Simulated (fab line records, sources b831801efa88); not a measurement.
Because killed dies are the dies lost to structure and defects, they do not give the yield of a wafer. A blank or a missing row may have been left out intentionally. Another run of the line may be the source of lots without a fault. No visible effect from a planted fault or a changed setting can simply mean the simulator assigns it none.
Check for tools in common    flow gf180mcu    14 lots, 48 wafers sampled

## REASON IT WAS OPENED
2 of 14 lots carry a flag on the reading V3_CVD_00_THK at GF_V3_THK_MEAS_01. No-fault wafers: 603 nm, standard deviation 7.
Rule: a lot is flagged when every wafer of it that has a number lies more than 4 standard deviations from that mean, or none has a number. All remaining lots are regarded as sound.

lot   measured      on             V3_CVD_00_THK (nm), wafer by wafer  flag
L941  day 22 01:51  film_metro-04  610 597 602                         
L942  day 22 02:23  film_metro-01  610 610 604                         
L943  day 22 07:25  film_metro-04  607 606 607                         
L944  day 22 14:17  film_metro-01  594 598 589                         
L945  day 22 19:25  film_metro-03  595 596 605                         
L950  day 24 18:58  film_metro-01  1221 1210 1206 1223 1210 1205       FLAGGED
L955  day 26 07:35  film_metro-04  1197 1210 1206 1197 1211 1207       FLAGGED
L957  day 27 06:12  film_metro-04  610 605 614                         
L958  day 27 16:11  film_metro-04  601 592 589                         
L959  day 27 18:49  film_metro-03  605 606 601                         
L960  day 28 00:10  film_metro-03  605 603 606                         
L961  day 28 08:10  film_metro-01  598 597 594                         
L963  day 28 16:14  film_metro-04  596 598 603                         
L964  day 28 22:47  film_metro-03  610 600 598                         
Average over the flagged lots: 1209 nm; offset from the usual +606 nm, equal to +87 standard deviations.

## WHICH TOOL RAN EACH LOT
2 process steps preceding the reading are held in the record, out of 602 steps in the route. In each cell: the tool, then ch and the chambers that the sampled wafers went through, then the start.
lot   flag     GF_V2_SPUTTER_22              GF_V3_CVD_00
L941           pvd_sputter-04, day 20 23:55  hdpcvd-02 ch 0,1,2, day 22 01:46
L942           pvd_sputter-01, day 21 00:32  hdpcvd-01 ch 0,2, day 22 02:19
L943           pvd_sputter-01, day 21 06:23  hdpcvd-01 ch 0,1,2, day 22 07:21
L944           pvd_sputter-04, day 21 13:34  hdpcvd-02 ch 0,1,2, day 22 14:13
L945           pvd_sputter-01, day 21 19:04  hdpcvd-01 ch 0,1, day 22 19:21
L950  FLAGGED  pvd_sputter-04, day 23 18:59  hdpcvd-02 ch 0,2, day 24 18:27
L955  FLAGGED  pvd_sputter-01, day 25 08:59  hdpcvd-01 ch 0,2, day 26 07:15
L957           pvd_sputter-03, day 26 07:31  hdpcvd-01 ch 1,2, day 27 06:07
L958           pvd_sputter-04, day 26 18:16  hdpcvd-02 ch 0,1,2, day 27 16:07
L959           pvd_sputter-03, day 26 20:44  hdpcvd-01 ch 0,1, day 27 18:43
L960           pvd_sputter-03, day 27 02:28  hdpcvd-02 ch 0,1,2, day 28 00:05
L961           pvd_sputter-01, day 27 10:49  hdpcvd-01 ch 1,2, day 28 08:06
L963           pvd_sputter-01, day 27 18:36  hdpcvd-02 ch 0,1,2, day 28 16:09
L964           pvd_sputter-03, day 28 02:21  hdpcvd-02 ch 0,2, day 28 22:42
These steps, and what they do:
- GF_V2_SPUTTER_22: material TiN, target thk 10 nm, time 40 s.
- GF_V3_CVD_00: deposits SiO2, target thk 600 nm, time 100 s.
- GF_V3_THK_MEAS_01

## FLAGGED OVER TOTAL, TOOL BY TOOL (the gauges that took the reading come last)
step               tool            lots run  flagged  share of the flagged lots  sound lots run after its first flagged lot
GF_V2_SPUTTER_22   pvd_sputter-01  6         1        some                       2 (L961,L963)
GF_V2_SPUTTER_22   pvd_sputter-03  4         0        none                       -
GF_V2_SPUTTER_22   pvd_sputter-04  4         1        some                       1 (L958)
GF_V3_CVD_00       hdpcvd-01       7         1        some                       3 (L957,L959,L961)
GF_V3_CVD_00       hdpcvd-02       7         1        some                       4 (L958,L960,L963,L964)
GF_V3_THK_MEAS_01  film_metro-01   4         1        some                       1 (L961)
GF_V3_THK_MEAS_01  film_metro-03   4         0        none                       -
GF_V3_THK_MEAS_01  film_metro-04   6         1        some                       3 (L957,L958,L963)

## WHAT IS ALLOWED BY THE TABLE
No row of the table ran every flagged lot.

## WHAT THE SIMULATOR HAD PUT IN
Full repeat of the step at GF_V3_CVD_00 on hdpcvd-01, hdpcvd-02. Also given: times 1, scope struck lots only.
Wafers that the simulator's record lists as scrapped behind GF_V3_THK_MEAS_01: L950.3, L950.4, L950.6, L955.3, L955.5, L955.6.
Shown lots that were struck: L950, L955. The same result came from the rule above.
